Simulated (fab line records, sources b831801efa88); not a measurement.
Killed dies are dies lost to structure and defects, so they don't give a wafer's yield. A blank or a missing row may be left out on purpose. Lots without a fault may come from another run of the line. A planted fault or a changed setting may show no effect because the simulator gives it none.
Which tool did it? | flow sky130 | 24 lots, 72 wafers sampled, at 6 steps of a route of 708

WHAT THE GAUGES READ, wafer by wafer
SKY_LDD_N_TW_MEAS_17. Usual: LDD_N_TW 2586, standard deviation 28.
lot  | measured     | on            | LDD_N_TW       | flag
L075 | day 17 17:03 | film_metro-03 | 2568 2577 2578 |
L074 | day 17 18:27 | film_metro-02 | 2547 2540 2555 |
L076 | day 18 13:50 | film_metro-02 | 2537 2540 2533 |
L077 | day 18 19:50 | film_metro-02 | 2533 2522 2535 |
L078 | day 19 14:52 | film_metro-02 | 2536 2532 2539 |
L080 | day 20 16:21 | film_metro-03 | 2598 2608 2598 |
L079 | day 20 17:43 | film_metro-03 | 2609 2594 2594 |
L081 | day 20 20:14 | film_metro-02 | 2573 2555 2563 |
L082 | day 21 00:50 | film_metro-04 | 2627 2623 2641 |
L083 | day 21 06:09 | film_metro-04 | 2621 2616 2616 |
L084 | day 21 14:59 | film_metro-03 | 2574 2588 2579 |
L085 | day 22 11:39 | film_metro-02 | 2557 2558 2559 |
L086 | day 22 12:35 | film_metro-04 | 2613 2601 2594 |
L087 | day 23 05:08 | film_metro-03 | 2594 2581 2590 |
L088 | day 23 14:08 | film_metro-04 | 2595 2610 2599 |
L089 | day 23 14:49 | film_metro-03 | 2599 2593 2601 |
L090 | day 24 02:05 | film_metro-03 | 2612 2608 2601 |
L091 | day 24 04:58 | film_metro-04 | 2592 2598 2598 |
L092 | day 24 09:50 | film_metro-03 | 2608 2599 2608 |
L093 | day 24 23:42 | film_metro-03 | 2613 2623 2617 |
L094 | day 25 08:38 | film_metro-04 | 2594 2599 2596 |
L095 | day 25 09:35 | film_metro-04 | 2615 2585 2603 |
L096 | day 25 16:30 | film_metro-04 | 2586 2593 2607 |
L097 | day 26 07:01 | film_metro-03 | 2594 2610 2610 |

SKY_VIA3_CD_MEAS_12: target cd 200 nm. Usual: cd_nm 199.9 nm, standard deviation 1.3.
lot  | measured     | on        | cd_nm (nm)        | flag
L075 | day 39 07:41 | cd_sem-01 | 199.5 199.2 198.6 |
L074 | day 39 08:57 | cd_sem-02 | 200.0 199.4 199.6 |
L076 | day 40 00:18 | cd_sem-02 | 198.3 199.3 199.5 |
L077 | day 40 06:26 | cd_sem-02 | 199.9 200.0 199.6 |
L078 | day 40 20:37 | cd_sem-01 | 198.3 197.2 196.9 |
L080 | day 41 15:58 | cd_sem-01 | 197.5 196.7 197.6 |
L079 | day 41 16:56 | cd_sem-02 | 202.1 201.3 202.0 |
L081 | day 41 23:19 | cd_sem-02 | 200.2 201.0 199.9 |
L082 | day 42 01:13 | cd_sem-01 | 200.1 201.0 198.9 |
L083 | day 42 06:25 | cd_sem-02 | 200.9 200.5 199.7 |
L084 | day 42 10:25 | cd_sem-02 | 201.5 201.0 200.2 |
L085 | day 43 01:17 | cd_sem-01 | 200.8 201.5 200.3 |
L086 | day 43 07:25 | cd_sem-02 | 201.2 200.4 201.1 |
L087 | day 43 16:33 | cd_sem-02 | 200.5 201.3 201.3 |
L088 | day 43 19:42 | cd_sem-02 | 200.1 201.3 200.6 |
L089 | day 43 21:22 | cd_sem-02 | 198.4 198.4 200.0 |
L090 | day 44 09:21 | cd_sem-02 | 200.3 199.8 200.1 |
L091 | day 44 10:15 | cd_sem-01 | 201.2 201.8 200.7 |
L092 | day 44 13:30 | cd_sem-01 | 201.6 201.1 200.4 |
L093 | day 44 19:50 | cd_sem-02 | 199.9 199.9 201.9 |
L094 | day 45 04:26 | cd_sem-02 | 199.6 198.7 198.9 |
L095 | day 45 06:02 | cd_sem-01 | 201.7 201.7 202.1 |
L096 | day 45 09:13 | cd_sem-01 | 199.0 199.3 199.9 |
L097 | day 45 15:41 | cd_sem-01 | 198.4 197.3 198.5 |

WHICH TOOL RAN EACH LOT (tool, then ch and the chambers of the sampled wafers, then the start)
lot  | SKY_POLY_GATE_STRIP_18               | SKY_LI_CONTACT_SPUTTER_19    | SKY_METAL1_SPUTTER_01        | SKY_VIA2_SPUTTER_20
L075 | plasma_asher-03 ch 0,1, day 16 09:31 | pvd_sputter-02, day 29 01:37 | pvd_sputter-01, day 31 07:40 | pvd_sputter-04, day 36 01:01
L074 | plasma_asher-04 ch 0,1, day 16 11:14 | pvd_sputter-03, day 29 02:52 | pvd_sputter-04, day 31 09:05 | pvd_sputter-02, day 36 02:15
L076 | plasma_asher-03 ch 0,1, day 17 05:08 | pvd_sputter-02, day 29 19:55 | pvd_sputter-03, day 32 04:56 | pvd_sputter-04, day 36 18:50
L077 | plasma_asher-03 ch 0,1, day 17 09:28 | pvd_sputter-01, day 29 23:13 | pvd_sputter-04, day 32 08:23 | pvd_sputter-02, day 36 23:30
L078 | plasma_asher-04 ch 0,1, day 18 03:29 | pvd_sputter-02, day 30 14:34 | pvd_sputter-01, day 33 01:18 | pvd_sputter-03, day 37 16:38
L080 | plasma_asher-04 ch 0,1, day 19 00:02 | pvd_sputter-03, day 31 14:19 | pvd_sputter-01, day 33 21:31 | pvd_sputter-04, day 38 11:55
L079 | plasma_asher-02 ch 0,1, day 19 00:07 | pvd_sputter-02, day 31 16:22 | pvd_sputter-04, day 34 00:13 | pvd_sputter-03, day 38 12:57
L081 | plasma_asher-02 ch 0,1, day 19 09:17 | pvd_sputter-02, day 31 20:13 | pvd_sputter-04, day 34 05:42 | pvd_sputter-03, day 38 19:02
L082 | plasma_asher-04 ch 0,1, day 19 13:29 | pvd_sputter-03, day 31 22:22 | pvd_sputter-04, day 34 08:02 | pvd_sputter-03, day 38 20:41
L083 | plasma_asher-03 ch 0,1, day 19 20:59 | pvd_sputter-01, day 32 04:58 | pvd_sputter-01, day 34 14:09 | pvd_sputter-03, day 39 02:34
L084 | plasma_asher-04 ch 0,1, day 20 05:47 | pvd_sputter-02, day 32 08:58 | pvd_sputter-03, day 34 17:22 | pvd_sputter-03, day 39 06:06
L085 | plasma_asher-04 ch 0,1, day 21 02:14 | pvd_sputter-01, day 33 02:58 | pvd_sputter-01, day 35 11:50 | pvd_sputter-03, day 39 22:06
L086 | plasma_asher-03 ch 0,1, day 21 03:14 | pvd_sputter-01, day 33 03:58 | pvd_sputter-04, day 35 14:55 | pvd_sputter-04, day 40 03:09
L087 | plasma_asher-03 ch 0,1, day 21 20:22 | pvd_sputter-03, day 33 18:11 | pvd_sputter-04, day 36 03:18 | pvd_sputter-04, day 40 12:26
L088 | plasma_asher-04 ch 0,1, day 22 05:11 | pvd_sputter-03, day 34 01:34 | pvd_sputter-04, day 36 09:40 | pvd_sputter-04, day 40 19:15
L089 | plasma_asher-02 ch 0,1, day 22 05:52 | pvd_sputter-01, day 34 04:04 | pvd_sputter-04, day 36 12:08 | pvd_sputter-04, day 40 20:34
L090 | plasma_asher-03 ch 0,1, day 22 16:59 | pvd_sputter-02, day 34 14:25 | pvd_sputter-04, day 36 23:12 | pvd_sputter-03, day 41 07:25
L091 | plasma_asher-03 ch 0,1, day 22 20:20 | pvd_sputter-01, day 34 16:13 | pvd_sputter-01, day 37 01:40 | pvd_sputter-03, day 41 09:27
L092 | plasma_asher-03 ch 0,1, day 23 00:16 | pvd_sputter-02, day 34 18:50 | pvd_sputter-04, day 37 04:11 | pvd_sputter-04, day 41 12:52
L093 | plasma_asher-04 ch 0,1, day 23 15:19 | pvd_sputter-03, day 35 09:25 | pvd_sputter-04, day 37 17:01 | pvd_sputter-03, day 41 22:55
L094 | plasma_asher-04 ch 0,1, day 23 23:56 | pvd_sputter-02, day 35 17:16 | pvd_sputter-01, day 38 00:41 | pvd_sputter-03, day 42 07:41
L095 | plasma_asher-02 ch 0,1, day 24 01:04 | pvd_sputter-03, day 35 18:34 | pvd_sputter-04, day 38 01:30 | pvd_sputter-04, day 42 10:10
L096 | plasma_asher-03 ch 0,1, day 24 08:02 | pvd_sputter-01, day 36 00:05 | pvd_sputter-04, day 38 07:02 | pvd_sputter-03, day 42 13:46
L097 | plasma_asher-02 ch 0,1, day 24 20:52 | pvd_sputter-02, day 36 10:25 | pvd_sputter-01, day 38 16:42 | pvd_sputter-03, day 42 20:40
- SKY_POLY_GATE_STRIP_18: strips in O2/N2.
- SKY_LI_CONTACT_SPUTTER_19: material Ti, target thk 20 nm, time 106.37 s.
- SKY_METAL1_SPUTTER_01: material TiN, target thk 20 nm, time 16.7 s.
- SKY_VIA2_SPUTTER_20: material TiN, target thk 20 nm, time 80 s.

WHAT THE TOOLS THEMSELVES READ (means of the sampled wafers that have a number; where no wafer has one, the mark that the record gives instead)
SKY_POLY_GATE_STRIP_18. Usual: drypump_motor_current_A 5.7 A, standard deviation 0.56; oes_product_au 0.361 a.u., standard deviation 0.0054; strip_time_to_endpoint_s 3.17 s, standard deviation 0.035.
lot  | tool            | drypump_motor_current_A (A) | oes_product_au (a.u.) | strip_time_to_endpoint_s (s) | flag
L075 | plasma_asher-03 | 5.3                         | 0.362                 | 3.18                         |
L074 | plasma_asher-04 | 5.6                         | 0.357                 | 3.17                         |
L076 | plasma_asher-03 | 5.7                         | 0.362                 | 3.20                         |
L077 | plasma_asher-03 | 5.7                         | 0.355                 | 3.16                         |
L078 | plasma_asher-04 | 5.6                         | 0.356                 | 3.16                         |
L080 | plasma_asher-04 | 5.6                         | 0.368                 | 3.18                         |
L079 | plasma_asher-02 | 6.2                         | 0.361                 | 3.15                         |
L081 | plasma_asher-02 | 6.2                         | 0.362                 | 3.17                         |
L082 | plasma_asher-04 | 6.0                         | 0.361                 | 3.20                         |
L083 | plasma_asher-03 | 5.7                         | 0.366                 | 3.17                         |
L084 | plasma_asher-04 | 5.6                         | 0.362                 | 3.19                         |
L085 | plasma_asher-04 | 5.7                         | 0.359                 | 3.16                         |
L086 | plasma_asher-03 | 5.7                         | 0.357                 | 3.15                         |
L087 | plasma_asher-03 | 5.3                         | 0.358                 | 3.16                         |
L088 | plasma_asher-04 | 5.7                         | 0.365                 | 3.14                         |
L089 | plasma_asher-02 | 5.7                         | 0.365                 | 3.20                         |
L090 | plasma_asher-03 | 5.3                         | 0.358                 | 3.15                         |
L091 | plasma_asher-03 | 5.3                         | 0.361                 | 3.15                         |
L092 | plasma_asher-03 | 5.3                         | 0.361                 | 3.16                         |
L093 | plasma_asher-04 | 6.0                         | 0.365                 | 3.15                         |
L094 | plasma_asher-04 | 5.6                         | 0.364                 | 3.20                         |
L095 | plasma_asher-02 | 6.2                         | 0.362                 | 3.19                         |
L096 | plasma_asher-03 | 5.3                         | 0.354                 | 3.13                         |
L097 | plasma_asher-02 | 5.7                         | 0.360                 | 3.13                         |

SKY_LI_CONTACT_SPUTTER_19. Usual: throttle_valve_pct 30.1 %, standard deviation 1.
lot  | tool           | throttle_valve_pct (%) | flag
L075 | pvd_sputter-02 | 30.7                   |
L074 | pvd_sputter-03 | 29.8                   |
L076 | pvd_sputter-02 | 30.7                   |
L077 | pvd_sputter-01 | 29.4                   |
L078 | pvd_sputter-02 | 30.4                   |
L080 | pvd_sputter-03 | 31.7                   |
L079 | pvd_sputter-02 | 30.4                   |
L081 | pvd_sputter-02 | 30.3                   |
L082 | pvd_sputter-03 | 30.1                   |
L083 | pvd_sputter-01 | 29.7                   |
L084 | pvd_sputter-02 | 29.9                   |
L085 | pvd_sputter-01 | 29.3                   |
L086 | pvd_sputter-01 | 29.3                   |
L087 | pvd_sputter-03 | 30.0                   |
L088 | pvd_sputter-03 | 31.2                   |
L089 | pvd_sputter-01 | 29.5                   |
L090 | pvd_sputter-02 | 30.6                   |
L091 | pvd_sputter-01 | 29.6                   |
L092 | pvd_sputter-02 | 30.3                   |
L093 | pvd_sputter-03 | 30.9                   |
L094 | pvd_sputter-02 | 30.1                   |
L095 | pvd_sputter-03 | 30.9                   |
L096 | pvd_sputter-01 | 29.3                   |
L097 | pvd_sputter-02 | 30.0                   |

SKY_METAL1_SPUTTER_01. Usual: throttle_valve_pct 29.8 %, standard deviation 0.84.
lot  | tool           | throttle_valve_pct (%) | flag
L075 | pvd_sputter-01 | 29.2                   |
L074 | pvd_sputter-04 | 29.7                   |
L076 | pvd_sputter-03 | 30.0                   |
L077 | pvd_sputter-04 | 29.7                   |
L078 | pvd_sputter-01 | 29.3                   |
L080 | pvd_sputter-01 | 29.1                   |
L079 | pvd_sputter-04 | 29.3                   |
L081 | pvd_sputter-04 | 29.8                   |
L082 | pvd_sputter-04 | 30.5                   |
L083 | pvd_sputter-01 | 29.2                   |
L084 | pvd_sputter-03 | 30.1                   |
L085 | pvd_sputter-01 | 29.5                   |
L086 | pvd_sputter-04 | 30.1                   |
L087 | pvd_sputter-04 | 29.8                   |
L088 | pvd_sputter-04 | 30.1                   |
L089 | pvd_sputter-04 | 30.3                   |
L090 | pvd_sputter-04 | 29.6                   |
L091 | pvd_sputter-01 | 29.3                   |
L092 | pvd_sputter-04 | 30.0                   |
L093 | pvd_sputter-04 | 29.5                   |
L094 | pvd_sputter-01 | 29.6                   |
L095 | pvd_sputter-04 | 29.3                   |
L096 | pvd_sputter-04 | 30.3                   |
L097 | pvd_sputter-01 | 29.2                   |

SKY_VIA2_SPUTTER_20. Usual: throttle_valve_pct 30.2 %, standard deviation 1.2.
lot  | tool           | throttle_valve_pct (%) | flag
L075 | pvd_sputter-04 | 29.4                   |
L074 | pvd_sputter-02 | 30.1                   |
L076 | pvd_sputter-04 | 29.5                   |
L077 | pvd_sputter-02 | 30.8                   |
L078 | pvd_sputter-03 | 31.3                   |
L080 | pvd_sputter-04 | 30.1                   |
L079 | pvd_sputter-03 | 31.0                   |
L081 | pvd_sputter-03 | 30.3                   |
L082 | pvd_sputter-03 | 31.0                   |
L083 | pvd_sputter-03 | 30.2                   |
L084 | pvd_sputter-03 | 30.4                   |
L085 | pvd_sputter-03 | 29.9                   |
L086 | pvd_sputter-04 | 30.5                   |
L087 | pvd_sputter-04 | 30.1                   |
L088 | pvd_sputter-04 | 29.3                   |
L089 | pvd_sputter-04 | 29.7                   |
L090 | pvd_sputter-03 | 31.3                   |
L091 | pvd_sputter-03 | 30.0                   |
L092 | pvd_sputter-04 | 29.5                   |
L093 | pvd_sputter-03 | 29.8                   |
L094 | pvd_sputter-03 | 30.9                   |
L095 | pvd_sputter-04 | 29.5                   |
L096 | pvd_sputter-03 | 29.8                   |
L097 | pvd_sputter-03 | 30.6                   |

THE ANSWER, worked out from the rows above alone
Rule: a lot is off if the mean of its wafers that have a number lies more than 3 standard deviations from the usual mean. A lot without any number at a reading at which 4 lots or more have one is off too. The other lots that the step has rows for count as sound. The gauges are gone through in route order, then the tools' own readings, and for those a lot's mean is taken as printed above. The first step at which some lot is off is used, and at that step the reading that is off furthest; a lot without a number counts as furthest.
No lot is off at any reading shown: from this, nothing can be told.

WHAT THE SIMULATOR HAD PUT IN
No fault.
